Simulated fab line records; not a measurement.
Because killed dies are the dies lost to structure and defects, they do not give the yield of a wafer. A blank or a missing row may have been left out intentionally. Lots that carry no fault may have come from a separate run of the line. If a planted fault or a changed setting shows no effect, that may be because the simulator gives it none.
What tool caused it? / flow sky130 / at 1 step of a route of 708, 6 lots with 18 wafers sampled

WHAT THE GAUGES READ, wafer by wafer
SKY_SONOS_ONO_THK_MEAS_01.
lot=L500; measured=day 12 20:29; on=filmMetro-02; SONOS_ONO_OXIDATION_THK (nm)=2.59 2.60 2.62
lot=L503; measured=day 13 13:24; on=filmMetro-02; SONOS_ONO_OXIDATION_THK (nm)=2.59 2.56 2.54
lot=L506; measured=day 14 13:50; on=filmMetro-04; SONOS_ONO_OXIDATION_THK (nm)=2.64 2.66 2.64
lot=L515; measured=day 17 14:00; on=filmMetro-02; SONOS_ONO_OXIDATION_THK (nm)=2.63 2.65 2.62
lot=L517; measured=day 18 06:58; on=filmMetro-01; SONOS_ONO_OXIDATION_THK (nm)=2.59 2.58 2.62
lot=L518; measured=day 19 01:37; on=filmMetro-02; SONOS_ONO_OXIDATION_THK (nm)=2.49 2.55 2.56

TOOL THAT RAN EACH LOT (tool first, then ch and the chambers of the sampled wafers, then the start)
The record holds no process step before these readings.

THE ANSWER, worked out from the rows above alone
Rule: the usual values come from the lots themselves. The widest of any qualifying gaps counts: lots, ordered by their means at a reading, are off when they make up no more than a third of the lots, leave a main group of 4 or more, and stand apart from it by 3 or more times the standard deviation of that group's means. If all means in a main group match to the digits the tables above print for the reading, that group is not used. A lot without any number at a reading at which 4 lots or more have one is off too. Where the step has rows for the other lots, those lots are counted as sound.
None of the lots is off at any reading shown; this tells nothing.

WHAT THE SIMULATOR HAD PUT IN
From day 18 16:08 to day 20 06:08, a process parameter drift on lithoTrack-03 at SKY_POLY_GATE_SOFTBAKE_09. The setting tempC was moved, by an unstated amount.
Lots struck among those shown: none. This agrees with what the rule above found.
